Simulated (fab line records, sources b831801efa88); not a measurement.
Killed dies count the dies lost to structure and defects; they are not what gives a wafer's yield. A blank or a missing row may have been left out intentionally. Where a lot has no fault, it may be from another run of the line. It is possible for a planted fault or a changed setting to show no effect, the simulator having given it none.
fab line records | flow sky130 | part 1 of 2: steps 1 to 26 of 38
[record] lots = 5 | wafers = 15 | last-day = 49
route steps=708 shown CONTACT@433 METAL1@434 VIA1@458
lots that met no fault: from a run of the same line without faults
start-h: hours from the record's opening day to when the first of the lot's shown wafers began | wait-h: hours elapsed since this lot's preceding step | " same as the row above | L1.1+2: a single row standing in for several wafers | - no value present, or no start provided | * or withheld: withheld | < > ~ a bound
route shown NAME@n: a module of which the file shows steps, and the number in the route of the first | usual: the fault-free wafers' mean and standard deviation | same: alike in all rows | chamber/n: place in a boat | sites: readings site by site | _std_site: the standard deviation of these | _edge_site: mean of outer sites minus mean of inner sites | radius-mm: for every site, how far away it sits from the centre of the wafer | mask NAME#n: copy n | behind: the most recent tool/chamber to have shaped the wafer | hold: cause of the lot's hold/its duration in hours/its outcome | device: the n, p or np transistor that did not switch | end of line: the same wafers' tests at the end of the route | step lacking rows: just its recipe | killed: dies lost to structure and defects at the first sort, not the wafer's yield | map: the dies of a wafer, with x for killed, . for not killed, _ for no die there
set.NAME: the setting the step ran with; set.NAME@STEP: the setting that earlier step ran with | model.NAME: the simulator's own value behind a step, which no gauge read
lots at selected steps of the route; one table per step, one row per wafer
services: when a tool's chamber went out of use (start-h, in hours from the record's first day, below 0 if earlier), for how many hours, and the reason
[[steps]]
[step SKY_CONTACT_CMP_27]
[recipe] stop-on = SiO2 | t-overpolish-s = 15 | down-force-psi = 3.5 | platen-rpm = 60 | target-thk-nm = 0 | pad-velocity-m-s = 0.94248
[usual] edge-zone-pressure-frac = 1.000/0.005 | motor-current-A = 10.4/0.75 | overpolish-run-s = 15.001/0.0093 | retaining-ring-pressure-frac = 1.000/0.0052 | time-to-endpoint-s = 80/6
lot.wafer | tool   | chamber | start-h | wait-h | edge-zone-pressure-frac | motor-current-A | overpolish-run-s | retaining-ring-pressure-frac | time-to-endpoint-s
L074.2    | cmp-01 | 2       | 742.72  | 0.2    | 0.996                   | 9.5             | 14.999           | 0.997                        | 73
L074.5    | "      | 3       | "       | "      | 0.991                   | 9.7             | 15.034           | 0.998                        | 78
L074.6    | "      | 0       | "       | "      | 1.006                   | 11.1            | 15.007           | 1.005                        | 75
L077.2    | cmp-01 | 2       | 760.06  | 0.0    | 1.009                   | 9.5             | 15.008           | 1.004                        | 67
L077.1    | "      | 3       | "       | "      | 0.998                   | 10.5            | 15.009           | 1.008                        | 72
L077.3    | "      | 0       | "       | "      | 1.000                   | 11.3            | 14.999           | 0.996                        | 69
L086.1    | cmp-01 | 1       | 831.29  | 0.1    | 0.990                   | 10.7            | 14.991           | 0.995                        | 83
L086.3    | "      | 3       | "       | "      | 1.000                   | 10.8            | 15.000           | 1.004                        | 79
L086.5    | "      | 1       | "       | "      | 1.005                   | 11.1            | 15.014           | 0.998                        | 83
L088.4    | cmp-02 | 0       | 852.37  | 0.1    | 0.995                   | 11.7            | 15.003           | 1.001                        | 78
L088.3    | "      | 1       | "       | "      | 1.000                   | 10.4            | 15.004           | 0.993                        | 89
L088.5    | "      | 2       | "       | "      | 0.988                   | 9.6             | 15.002           | 0.994                        | 87
L092.3    | cmp-02 | 2       | 872.45  | 0.0    | 0.995                   | 9.5             | 15.011           | 1.004                        | 88
L092.2    | "      | 0       | "       | "      | 1.001                   | 12.1            | 15.000           | 0.990                        | 78
L092.5    | "      | 3       | "       | "      | 0.997                   | 10.4            | 14.998           | 1.000                        | 91
[step SKY_METAL1_SPUTTER_00]
[recipe] material = Ti | target-thk-nm = 15 | power-w = 3000 | time-s = 10 | chamber-pressure-pa = 0.4
[usual] throttle-valve-pct = 30.1/1.2
lot.wafer | tool           | chamber | start-h | wait-h | throttle-valve-pct
L074.2    | pvd-sputter-04 | -       | 742.87  | 0.1    | 31.1
L074.5    | "              | -       | "       | "      | 28.5
L074.6    | "              | -       | "       | "      | 30.8
L077.1    | pvd-sputter-04 | -       | 760.36  | 0.2    | 28.7
L077.2    | "              | -       | "       | "      | 31.0
L077.3    | "              | -       | "       | "      | 28.9
L086.1    | pvd-sputter-02 | -       | 831.54  | 0.2    | 28.9
L086.3    | "              | -       | "       | "      | 31.4
L086.5    | "              | -       | "       | "      | 29.1
L088.3    | pvd-sputter-04 | -       | 852.57  | 0.1    | 29.1
L088.4    | "              | -       | "       | "      | 28.7
L088.5    | "              | -       | "       | "      | 28.8
L092.2    | pvd-sputter-02 | -       | 872.75  | 0.1    | 31.4
L092.3    | "              | -       | "       | "      | 32.2
L092.5    | "              | -       | "       | "      | 31.2
[step SKY_METAL1_SPUTTER_01]
[recipe] material = TiN | target-thk-nm = 20 | power-w = 6500 | time-s = 16.7 | chamber-pressure-pa = 0.3806
[usual] throttle-valve-pct = 30.1/1.2
lot.wafer | tool           | chamber | start-h | wait-h | throttle-valve-pct
L074.2    | pvd-sputter-04 | -       | 742.89  | 0.0    | 31.2
L074.5    | "              | -       | "       | "      | 28.7
L074.6    | "              | -       | "       | "      | 31.3
L077.1    | pvd-sputter-04 | -       | 760.38  | 0.0    | 29.0
L077.2    | "              | -       | "       | "      | 31.1
L077.3    | "              | -       | "       | "      | 29.0
L086.1    | pvd-sputter-02 | -       | 831.57  | 0.0    | 28.8
L086.3    | "              | -       | "       | "      | 31.1
L086.5    | "              | -       | "       | "      | 29.4
L088.3    | pvd-sputter-04 | -       | 852.59  | 0.0    | 28.7
L088.4    | "              | -       | "       | "      | 28.8
L088.5    | "              | -       | "       | "      | 28.8
L092.2    | pvd-sputter-02 | -       | 872.77  | 0.0    | 31.3
L092.3    | "              | -       | "       | "      | 32.5
L092.5    | "              | -       | "       | "      | 31.3
[step SKY_METAL1_SPUTTER_02]
[recipe] material = AlCu | target-thk-nm = 250 | power-w = 10600 | time-s = 13.3 | chamber-pressure-pa = 0.4
[usual] throttle-valve-pct = 30.0/1.2
lot.wafer | tool           | chamber | start-h | wait-h | throttle-valve-pct
L074.2    | pvd-sputter-04 | -       | 742.91  | 0.0    | 30.9
L074.5    | "              | -       | "       | "      | 28.6
L074.6    | "              | -       | "       | "      | 31.1
L077.1    | pvd-sputter-04 | -       | 760.41  | 0.0    | 28.9
L077.2    | "              | -       | "       | "      | 30.9
L077.3    | "              | -       | "       | "      | 28.8
L086.1    | pvd-sputter-02 | -       | 831.59  | 0.0    | 28.9
L086.3    | "              | -       | "       | "      | 31.3
L086.5    | "              | -       | "       | "      | 29.4
L088.3    | pvd-sputter-04 | -       | 852.62  | 0.0    | 28.9
L088.4    | "              | -       | "       | "      | 28.8
L088.5    | "              | -       | "       | "      | 28.9
L092.2    | pvd-sputter-02 | -       | 872.80  | 0.0    | 31.0
L092.3    | "              | -       | "       | "      | 32.1
L092.5    | "              | -       | "       | "      | 31.3
[step SKY_METAL1_SPUTTER_03]
[recipe] material = Ti | target-thk-nm = 5 | power-w = 3000 | time-s = 3.3 | chamber-pressure-pa = 0.4
[usual] throttle-valve-pct = 30.1/1.2
lot.wafer | tool           | chamber | start-h | wait-h | throttle-valve-pct
L074.2    | pvd-sputter-04 | -       | 742.94  | 0.0    | 31.0
L074.5    | "              | -       | "       | "      | 28.8
L074.6    | "              | -       | "       | "      | 31.0
L077.1    | pvd-sputter-04 | -       | 760.43  | 0.0    | 28.8
L077.2    | "              | -       | "       | "      | 31.3
L077.3    | "              | -       | "       | "      | 28.8
L086.1    | pvd-sputter-02 | -       | 831.62  | 0.0    | 28.9
L086.3    | "              | -       | "       | "      | 31.1
L086.5    | "              | -       | "       | "      | 29.1
L088.3    | pvd-sputter-04 | -       | 852.64  | 0.0    | 28.9
L088.4    | "              | -       | "       | "      | 28.6
L088.5    | "              | -       | "       | "      | 28.8
L092.2    | pvd-sputter-02 | -       | 872.82  | 0.0    | 31.2
L092.3    | "              | -       | "       | "      | 32.0
L092.5    | "              | -       | "       | "      | 31.3
[step SKY_METAL1_SPUTTER_04]
[recipe] material = TiN | target-thk-nm = 70 | power-w = 6500 | time-s = 58.3 | chamber-pressure-pa = 0.4
[usual] throttle-valve-pct = 30.1/1.2
lot.wafer | tool           | chamber | start-h | wait-h | throttle-valve-pct
L074.2    | pvd-sputter-04 | -       | 742.96  | 0.0    | 31.2
L074.5    | "              | -       | "       | "      | 28.6
L074.6    | "              | -       | "       | "      | 31.0
L077.1    | pvd-sputter-04 | -       | 760.45  | 0.0    | 28.6
L077.2    | "              | -       | "       | "      | 30.9
L077.3    | "              | -       | "       | "      | 29.0
L086.1    | pvd-sputter-02 | -       | 831.63  | 0.0    | 28.7
L086.3    | "              | -       | "       | "      | 31.3
L086.5    | "              | -       | "       | "      | 29.3
L088.3    | pvd-sputter-04 | -       | 852.66  | 0.0    | 29.0
L088.4    | "              | -       | "       | "      | 28.9
L088.5    | "              | -       | "       | "      | 28.3
L092.2    | pvd-sputter-02 | -       | 872.84  | 0.0    | 31.2
L092.3    | "              | -       | "       | "      | 31.9
L092.5    | "              | -       | "       | "      | 31.2
[step SKY_METAL1_RS_MEAS_05]
[recipe] thk-meas-gauge = four-point-probe | reads = TiN_of_METAL1_SPUTTER_04+Ti_of_METAL1_SPUTTER_03+AlCu_of_METAL1_SPUTTER_02+TiN_of_METAL1_SPUTTER_01+Ti_of_METAL1_SPUTTER_00
[usual] METAL1_ALCU_RS = 0.1264/0.0014
lot.wafer | tool          | chamber | start-h | wait-h | METAL1_ALCU_RS[ohm/sq]
L074.2    | film-metro-01 | -       | 743.03  | 0.0    | 0.1284
L074.5    | "             | -       | "       | "      | 0.1294
L074.6    | "             | -       | "       | "      | 0.1285
L077.1    | film-metro-03 | -       | 760.50  | 0.0    | 0.1255
L077.2    | "             | -       | "       | "      | 0.1271
L077.3    | "             | -       | "       | "      | 0.1275
L086.1    | film-metro-02 | -       | 831.68  | 0.0    | 0.1251
L086.3    | "             | -       | "       | "      | 0.1256
L086.5    | "             | -       | "       | "      | 0.1281
L088.3    | film-metro-02 | -       | 852.75  | 0.1    | 0.1264
L088.4    | "             | -       | "       | "      | 0.1255
L088.5    | "             | -       | "       | "      | 0.1258
L092.2    | film-metro-03 | -       | 872.91  | 0.0    | 0.1256
L092.3    | "             | -       | "       | "      | 0.1270
L092.5    | "             | -       | "       | "      | 0.1255
[step SKY_METAL1_THK_MEAS_06]
[recipe] thk-meas-gauge = xrf | reads = AlCu_of_METAL1_SPUTTER_02
[usual] METAL1_ALCU_THK = 252.0/2.8
lot.wafer | tool          | chamber | start-h | wait-h | METAL1_ALCU_THK[nm]
L074.2    | film-metro-01 | -       | 743.14  | 0.1    | 246.8
L074.5    | "             | -       | "       | "      | 245.8
L074.6    | "             | -       | "       | "      | 246.8
L077.1    | film-metro-03 | -       | 760.62  | 0.1    | 253.8
L077.2    | "             | -       | "       | "      | 252.9
L077.3    | "             | -       | "       | "      | 250.4
L086.1    | film-metro-02 | -       | 831.80  | 0.1    | 254.5
L086.3    | "             | -       | "       | "      | 253.7
L086.5    | "             | -       | "       | "      | 250.1
L088.3    | film-metro-02 | -       | 852.85  | 0.1    | 251.8
L088.4    | "             | -       | "       | "      | 254.4
L088.5    | "             | -       | "       | "      | 251.9
L092.2    | film-metro-03 | -       | 873.02  | 0.1    | 253.0
L092.3    | "             | -       | "       | "      | 253.6
L092.5    | "             | -       | "       | "      | 255.6
[step SKY_METAL1_DEHYDRATE_07]
[recipe] temp-c = 200 | time-s = 60
[usual] heater-power-total-W = 160.39/0.12 | plate-temp-C = 199.99/0.14
lot.wafer | tool           | chamber | start-h | wait-h | heater-power-total-W | plate-temp-C
L074.2    | litho-track-01 | 0       | 755.96  | 12.8   | 160.37               | 199.89
L074.5    | "              | 0       | "       | "      | 160.35               | 199.91
L074.6    | "              | 0       | "       | "      | 160.46               | 199.89
L077.1    | litho-track-01 | 0       | 773.93  | 13.3   | 160.34               | 199.95
L077.2    | "              | 0       | "       | "      | 160.33               | 199.90
L077.3    | "              | 0       | "       | "      | 160.38               | 200.04
L086.1    | litho-track-01 | 0       | 844.13  | 12.3   | 160.27               | 200.06
L086.3    | "              | 0       | "       | "      | 160.55               | 199.80
L086.5    | "              | 0       | "       | "      | 160.41               | 200.02
L088.3    | litho-track-01 | 0       | 864.68  | 11.8   | 160.38               | 200.07
L088.4    | "              | 0       | "       | "      | 160.33               | 200.09
L088.5    | "              | 0       | "       | "      | 160.60               | 200.05
L092.2    | litho-track-02 | 0       | 885.37  | 12.3   | 160.39               | 200.06
L092.3    | "              | 0       | "       | "      | 160.35               | 199.86
L092.5    | "              | 0       | "       | "      | 160.61               | 200.09
[step SKY_METAL1_HMDS_08]
[recipe] prime-time-s = 60 | prime-temp-c = 120
lot.wafer  | tool           | chamber | start-h | wait-h
L074.2+5+6 | litho-track-01 | 0       | 756.11  | 0.1
L077.1+2+3 | litho-track-01 | 0       | 774.08  | 0.1
L086.1+3+5 | litho-track-01 | 0       | 844.28  | 0.1
L088.3+4+5 | litho-track-01 | 0       | 864.83  | 0.1
L092.2+3+5 | litho-track-02 | 0       | 885.52  | 0.1
[step SKY_METAL1_COAT_09]
[recipe] resist = BARC | temp-c = withheld | time-s = withheld | spin-rpm = 3000 | resist-thk-nm = 60
lot.wafer  | tool           | chamber | start-h | wait-h
L074.2+5+6 | litho-track-01 | 0       | 756.26  | 0.1
L077.1+2+3 | litho-track-01 | 0       | 774.23  | 0.1
L086.1+3+5 | litho-track-01 | 0       | 844.43  | 0.1
L088.3+4+5 | litho-track-01 | 0       | 864.98  | 0.1
L092.2+3+5 | litho-track-02 | 0       | 885.67  | 0.1
[step SKY_METAL1_COAT_10]
[recipe] resist = KrF-thick | spin-rpm = 3000 | resist-thk-nm = 450
lot.wafer  | tool           | chamber | start-h | wait-h
L074.2+5+6 | litho-track-01 | 0       | -       | -
L077.1+2+3 | litho-track-01 | 0       | -       | -
L086.1+3+5 | litho-track-01 | 0       | -       | -
L088.3+4+5 | litho-track-01 | 0       | -       | -
L092.2+3+5 | litho-track-02 | 0       | -       | -
[step SKY_METAL1_SOFTBAKE_11]
[recipe] temp-c = 100 | time-s = 90 | resist = KrF-thick
[usual] heater-power-total-W = 57.36/0.12 | plate-temp-C = 99.99/0.11
lot.wafer | tool           | chamber | start-h | wait-h | heater-power-total-W | plate-temp-C
L074.2    | litho-track-01 | 0       | -       | -      | 57.21                | 99.92
L074.5    | "              | 0       | "       | "      | 57.41                | 99.99
L074.6    | "              | 0       | "       | "      | 57.44                | 99.91
L077.1    | litho-track-01 | 0       | -       | -      | 57.30                | 99.96
L077.2    | "              | 0       | "       | "      | 57.23                | 100.09
L077.3    | "              | 0       | "       | "      | 57.46                | 100.04
L086.1    | litho-track-01 | 0       | -       | -      | 57.23                | 99.98
L086.3    | "              | 0       | "       | "      | 57.54                | 100.11
L086.5    | "              | 0       | "       | "      | 57.46                | 99.98
L088.3    | litho-track-01 | 0       | -       | -      | 57.51                | 99.82
L088.4    | "              | 0       | "       | "      | 57.51                | 99.83
L088.5    | "              | 0       | "       | "      | 57.38                | 99.87
L092.2    | litho-track-02 | 0       | -       | -      | 57.27                | 100.07
L092.3    | "              | 0       | "       | "      | 57.58                | 100.07
L092.5    | "              | 0       | "       | "      | 57.24                | 100.00
[step SKY_METAL1_EXPOSE_12]
[recipe] mask-id = MM1 | na = 0.8 | source-shape = annular | sigma-inner = 0.55 | sigma-outer = 0.85 | target-cd-nm = 140 | dose-mj = 28
[same] sigma-outer = 0.85
lot.wafer  | tool           | chamber | start-h | wait-h | mask
L074.2+5+6 | krf-scanner-02 | 0       | -       | -      | MM1#0
L077.1+2+3 | krf-scanner-01 | 0       | -       | -      | MM1#0
L086.1+3+5 | krf-scanner-02 | 0       | -       | -      | MM1#0
L088.3+4+5 | krf-scanner-02 | 0       | -       | -      | MM1#0
L092.2+3+5 | krf-scanner-02 | 0       | -       | -      | MM1#0
[step SKY_METAL1_PEB_13]
[recipe] peb-temp-c = withheld | peb-time-s = withheld | resist = KrF-thick
lot.wafer  | tool           | chamber | start-h | wait-h
L074.2+5+6 | litho-track-04 | 0       | -       | -
L077.1+2+3 | litho-track-04 | 0       | -       | -
L086.1+3+5 | litho-track-02 | 0       | -       | -
L088.3+4+5 | litho-track-04 | 0       | -       | -
L092.2+3+5 | litho-track-04 | 0       | -       | -
[step SKY_METAL1_DEVELOP_14]
[recipe] develop-time-s = 60 | resist = KrF-thick | dev-temp-c = 21.38
lot.wafer  | tool           | chamber | start-h | wait-h
L074.2+5+6 | litho-track-04 | 0       | -       | -
L077.1+2+3 | litho-track-04 | 0       | -       | -
L086.1+3+5 | litho-track-02 | 0       | -       | -
L088.3+4+5 | litho-track-04 | 0       | -       | -
L092.2+3+5 | litho-track-04 | 0       | -       | -
[step SKY_METAL1_CD_MEAS_15]
[recipe] target-cd-nm = 140
[usual] cd-nm = 139.9/1.4
lot.wafer | tool      | chamber | start-h | wait-h | cd-nm
L074.2    | cd-sem-02 | -       | 770.62  | -      | 141.8
L074.5    | "         | -       | "       | "      | 141.3
L074.6    | "         | -       | "       | "      | 140.5
L077.1    | cd-sem-02 | -       | 787.50  | -      | 140.0
L077.2    | "         | -       | "       | "      | 140.8
L077.3    | "         | -       | "       | "      | 140.1
L086.1    | cd-sem-01 | -       | 858.44  | -      | 139.6
L086.3    | "         | -       | "       | "      | 140.4
L086.5    | "         | -       | "       | "      | 141.6
L088.3    | cd-sem-02 | -       | 878.19  | -      | 141.4
L088.4    | "         | -       | "       | "      | 143.0
L088.5    | "         | -       | "       | "      | 141.1
L092.2    | cd-sem-01 | -       | 898.27  | -      | 140.0
L092.3    | "         | -       | "       | "      | 140.5
L092.5    | "         | -       | "       | "      | 139.7
[step SKY_METAL1_OVL_MEAS_16]
[usual] METAL1_OVL = -1/4.5
lot.wafer | tool       | chamber | start-h | wait-h | METAL1_OVL[nm]
L074.2    | overlay-02 | -       | 770.73  | 0.1    | 4
L074.5    | "          | -       | "       | "      | -6
L074.6    | "          | -       | "       | "      | 0
L077.1    | overlay-01 | -       | 787.62  | 0.1    | -5
L077.2    | "          | -       | "       | "      | -3
L077.3    | "          | -       | "       | "      | -8
L086.1    | overlay-01 | -       | 858.56  | 0.1    | 6
L086.3    | "          | -       | "       | "      | -2
L086.5    | "          | -       | "       | "      | 4
L088.3    | overlay-02 | -       | 878.29  | 0.1    | -3
L088.4    | "          | -       | "       | "      | -1
L088.5    | "          | -       | "       | "      | -8
L092.2    | overlay-01 | -       | 898.38  | 0.1    | 0
L092.3    | "          | -       | "       | "      | 0
L092.5    | "          | -       | "       | "      | -1
[step SKY_METAL1_DESCUM_17]
[recipe] chemistry = O2 | source-power-w = 150 | bias-power-w = 0 | pressure-mtorr = 10 | temp-c = 40 | time-s = 8
[usual] drypump-motor-current-A = 5.74/0.29 | oes-product-au = 0.997/0.0097 | temp-c = 39.99/0.11
lot.wafer | tool         | chamber | start-h | wait-h | drypump-motor-current-A | oes-product-au | rf-hours-counter-h | temp-c
L074.2    | rie-metal-03 | 1       | 770.76  | 0.0    | 6.32                    | 0.975          | 15                 | 39.90
L074.5    | "            | 1       | "       | "      | 6.29                    | 0.981          | -                  | 39.91
L074.6    | "            | 0       | "       | "      | 5.75                    | 1.010          | -                  | 40.08
L077.1    | rie-metal-03 | 0       | 787.66  | 0.0    | 5.76                    | 1.013          | 11                 | 39.98
L077.2    | "            | 1       | "       | "      | 6.31                    | 0.982          | 16                 | 40.04
L077.3    | "            | 0       | "       | "      | 5.78                    | 1.004          | -                  | 40.00
L086.1    | rie-metal-03 | 0       | 858.60  | 0.0    | 5.73                    | 1.002          | 14                 | 39.85
L086.3    | "            | 1       | "       | "      | 6.31                    | 1.009          | -                  | 40.10
L086.5    | "            | 1       | "       | "      | 6.31                    | 1.008          | -                  | 40.07
L088.3    | rie-metal-02 | 1       | 878.32  | 0.0    | 5.80                    | 0.991          | -                  | 40.02
L088.4    | "            | 0       | "       | "      | 5.64                    | 1.000          | -                  | 40.04
L088.5    | "            | 0       | "       | "      | 5.64                    | 0.990          | -                  | 40.03
L092.2    | rie-metal-04 | 1       | 898.41  | 0.0    | 5.68                    | 0.990          | 13                 | 40.00
L092.3    | "            | 1       | "       | "      | 5.68                    | 0.990          | -                  | 40.00
L092.5    | "            | 1       | "       | "      | 5.68                    | 0.994          | -                  | 40.02
[step SKY_METAL1_ETCH_18]
[recipe] chemistry = N2/H2 | target = BARC | ion-energy-ev = 200 | bias-w = 100 | pressure-mtorr = 30 | n2-flow-sccm = 100 | h2-flow-sccm = 200 | icp-w = 500 | stop-on = SiO2 | time-s = 45.9 | target-depth-a = 600
[usual] drypump-motor-current-A = 5.75/0.3 | oes-product-au = 0.855/0.0049 | throttle-valve-pct = 13.225/0.0089
lot.wafer | tool         | chamber | start-h | wait-h | drypump-motor-current-A | oes-product-au | rf-hours-counter-h | throttle-valve-pct
L074.2    | rie-metal-03 | 1       | 770.79  | 0.0    | 6.33                    | 0.858          | 15                 | 13.226
L074.5    | "            | 1       | "       | "      | 6.36                    | 0.864          | -                  | 13.238
L074.6    | "            | 0       | "       | "      | 5.81                    | 0.853          | -                  | 13.211
L077.1    | rie-metal-03 | 0       | 787.69  | 0.0    | 5.75                    | 0.850          | 11                 | 13.229
L077.2    | "            | 1       | "       | "      | 6.33                    | 0.857          | 16                 | 13.249
L077.3    | "            | 0       | "       | "      | 5.76                    | 0.868          | -                  | 13.221
L086.1    | rie-metal-03 | 0       | 858.63  | 0.0    | 5.78                    | 0.857          | 14                 | 13.201
L086.3    | "            | 1       | "       | "      | 6.33                    | 0.867          | -                  | 13.221
L086.5    | "            | 1       | "       | "      | 6.32                    | 0.853          | -                  | 13.222
L088.3    | rie-metal-02 | 1       | 878.36  | 0.0    | 5.81                    | 0.858          | -                  | 13.238
L088.4    | "            | 0       | "       | "      | 5.65                    | 0.850          | -                  | 13.221
L088.5    | "            | 0       | "       | "      | 5.66                    | 0.856          | -                  | 13.209
L092.2    | rie-metal-04 | 1       | 898.44  | 0.0    | 5.71                    | 0.856          | 13                 | 13.226
L092.3    | "            | 1       | "       | "      | 5.69                    | 0.857          | -                  | 13.219
L092.5    | "            | 1       | "       | "      | 5.69                    | 0.853          | -                  | 13.216
[step SKY_METAL1_METAL_ETCH_19]
[recipe] target-depth-a = 3600 | stop-on = SiO2 | over-etch-frac = 0.3 | time-s = 78 | chemistry = Cl2/BCl3 | resist-sidewall-deg = 88 | pressure-mtorr = 10 | icp-w = 900 | bias-w = 48.5 | Cl2_flow_sccm = 60 | bcl3-flow-sccm = 30
[usual] drypump-motor-current-A = 5.74/0.3 | mfc-cl2-sccm = 60.02/0.19 | oes-product-au = 0.855/0.0059 | throttle-valve-pct = 22.263/0.0092
[same] over-etch-frac = 0.3
lot.wafer | tool         | chamber | start-h | wait-h | drypump-motor-current-A | mfc-cl2-sccm | oes-product-au | rf-hours-counter-h | throttle-valve-pct
L074.2    | rie-metal-03 | 1       | 770.85  | 0.0    | 6.31                    | 60.08        | 0.855          | 15                 | 22.267
L074.5    | "            | 1       | "       | "      | 6.32                    | 60.09        | 0.849          | -                  | 22.269
L074.6    | "            | 0       | "       | "      | 5.74                    | 59.98        | 0.851          | -                  | 22.269
L077.1    | rie-metal-03 | 0       | 787.75  | 0.0    | 5.78                    | 59.87        | 0.859          | 11                 | 22.258
L077.2    | "            | 1       | "       | "      | 6.32                    | 60.02        | 0.843          | 16                 | 22.269
L077.3    | "            | 0       | "       | "      | 5.74                    | 59.79        | 0.854          | -                  | 22.264
L086.1    | rie-metal-03 | 0       | 858.69  | 0.0    | 5.74                    | 59.96        | 0.854          | 15                 | 22.259
L086.3    | "            | 1       | "       | "      | 6.32                    | 60.49        | 0.866          | -                  | 22.258
L086.5    | "            | 1       | "       | "      | 6.33                    | 60.29        | 0.855          | -                  | 22.258
L088.3    | rie-metal-02 | 1       | 878.44  | 0.1    | 5.81                    | 60.00        | 0.850          | -                  | 22.251
L088.4    | "            | 0       | "       | "      | 5.62                    | 60.27        | 0.855          | -                  | 22.254
L088.5    | "            | 0       | "       | "      | 5.63                    | 60.15        | 0.856          | -                  | 22.275
L092.2    | rie-metal-04 | 1       | 898.51  | 0.0    | 5.66                    | 60.08        | 0.864          | 13                 | 22.278
L092.3    | "            | 1       | "       | "      | 5.68                    | 60.29        | 0.851          | -                  | 22.281
L092.5    | "            | 1       | "       | "      | 5.66                    | 59.67        | 0.856          | -                  | 22.265
[step SKY_METAL1_STRIP_20]
[recipe] chemistry = O2/N2 | power-w = 1400 | pressure-mtorr = 1500 | platen-temp-c = withheld | o2-flow-sccm = 3000 | n2-flow-sccm = 300 | overash-fraction = 0.5
[usual] drypump-motor-current-A = 5.81/0.28 | oes-product-au = 0.344/0.0047 | strip-time-to-endpoint-s = 2.73/0.05
lot.wafer | tool            | chamber | start-h | wait-h | drypump-motor-current-A | oes-product-au | rf-hours-counter-h | strip-time-to-endpoint-s
L074.2    | plasma-asher-03 | 1       | 770.94  | 0.1    | 5.60                    | 0.352          | 58                 | 2.79
L074.5    | "               | 1       | "       | "      | 5.58                    | 0.349          | -                  | 2.85
L074.6    | "               | 0       | "       | "      | 5.49                    | 0.348          | -                  | 2.63
L077.1    | plasma-asher-03 | 1       | 787.84  | 0.1    | 5.58                    | 0.353          | 59                 | 2.70
L077.2    | "               | 0       | "       | "      | 5.51                    | 0.351          | 59                 | 2.86
L077.3    | "               | 1       | "       | "      | 5.58                    | 0.337          | -                  | 2.69
L086.1    | plasma-asher-03 | 0       | 858.78  | 0.1    | 5.52                    | 0.342          | 66                 | 2.63
L086.3    | "               | 1       | "       | "      | 5.58                    | 0.337          | -                  | 2.66
L086.5    | "               | 1       | "       | "      | 5.56                    | 0.343          | -                  | 2.67
L088.3    | plasma-asher-01 | 0       | 878.53  | 0.1    | 6.25                    | 0.344          | -                  | 2.76
L088.4    | "               | 1       | "       | "      | 5.88                    | 0.344          | -                  | 2.72
L088.5    | "               | 0       | "       | "      | 6.25                    | 0.346          | -                  | 2.71
L092.2    | plasma-asher-02 | 1       | 898.60  | 0.1    | 5.73                    | 0.353          | 111                | 2.79
L092.3    | "               | 0       | "       | "      | 6.01                    | 0.346          | -                  | 2.76
L092.5    | "               | 0       | "       | "      | 5.99                    | 0.342          | -                  | 2.80
[step SKY_METAL1_STRIP_21]
[recipe] chemistry = post-etch-residue-remover | time-s = 1200 | temp-c = 72.5
[usual] temp-c = 72.51/0.12
lot.wafer | tool         | chamber | start-h | wait-h | temp-c
L074.2    | wet-bench-02 | 2       | 771.04  | 0.1    | 72.67
L074.5    | "            | 2       | "       | "      | 72.59
L074.6    | "            | 2       | "       | "      | 72.59
L077.1    | wet-bench-01 | 3       | 787.94  | 0.1    | 72.62
L077.2    | "            | 3       | "       | "      | 72.42
L077.3    | "            | 3       | "       | "      | 72.42
L086.1    | wet-bench-01 | 3       | 858.88  | 0.1    | 72.69
L086.3    | "            | 3       | "       | "      | 72.39
L086.5    | "            | 3       | "       | "      | 72.42
L088.3    | wet-bench-01 | 3       | 878.60  | 0.0    | 72.37
L088.4    | "            | 3       | "       | "      | 72.52
L088.5    | "            | 3       | "       | "      | 72.44
L092.2    | wet-bench-01 | 2       | 898.70  | 0.1    | 72.44
L092.3    | "            | 2       | "       | "      | 72.41
L092.5    | "            | 2       | "       | "      | 72.36
[step SKY_METAL1_CLEAN_22]
[recipe] chemistry = IPA | time-s = 180 | temp-c = 25
[usual] temp-c = 25.01/0.1
lot.wafer | tool         | chamber | start-h | wait-h | temp-c
L074.2    | wet-bench-03 | 0       | 771.42  | 0.0    | 25.18
L074.5    | "            | 0       | "       | "      | 25.08
L074.6    | "            | 0       | "       | "      | 25.19
L077.1    | wet-bench-02 | 2       | 788.29  | 0.0    | 25.04
L077.2    | "            | 2       | "       | "      | 25.05
L077.3    | "            | 2       | "       | "      | 25.14
L086.1    | wet-bench-02 | 0       | 859.22  | 0.0    | 25.12
L086.3    | "            | 0       | "       | "      | 25.14
L086.5    | "            | 0       | "       | "      | 25.10
L088.3    | wet-bench-02 | 0       | 878.97  | 0.0    | 24.95
L088.4    | "            | 0       | "       | "      | 25.06
L088.5    | "            | 0       | "       | "      | 25.06
L092.2    | wet-bench-03 | 1       | 899.04  | 0.0    | 24.88
L092.3    | "            | 1       | "       | "      | 24.82
L092.5    | "            | 1       | "       | "      | 24.86
[step SKY_METAL1_CLEAN_23]
[recipe] chemistry = O3/DIW | dry = n2-spin
lot.wafer  | tool         | chamber | start-h | wait-h
L074.2+5+6 | wet-bench-02 | 2       | 771.48  | 0.0
L077.1+2+3 | wet-bench-03 | 2       | 788.34  | 0.0
L086.1+3+5 | wet-bench-03 | 1       | 859.29  | 0.0
L088.3+4+5 | wet-bench-03 | 1       | 879.03  | 0.0
L092.2+3+5 | wet-bench-01 | 2       | 899.10  | 0.0
[step SKY_VIA1_HDPCVD_00]
[recipe] material = SiO2 | target-thk-nm = 1030 | sigma-open-frac = 0.3 | time-s = 171.7 | temp-c = 400 | sih4-flow-sccm = 60 | pressure-mtorr = 6
lot.wafer  | tool      | chamber | start-h | wait-h
L074.2+5+6 | hdpcvd-01 | 2,2,1   | 771.58  | 0.0
L077.1+2+3 | hdpcvd-02 | 1,2,0   | 788.44  | 0.0
L086.1+3+5 | hdpcvd-01 | 0,2,2   | 859.38  | 0.0
L088.3+4+5 | hdpcvd-01 | 2,1,2   | 879.23  | 0.0
L092.2+3+5 | hdpcvd-01 | 0,1,1   | 899.19  | 0.0
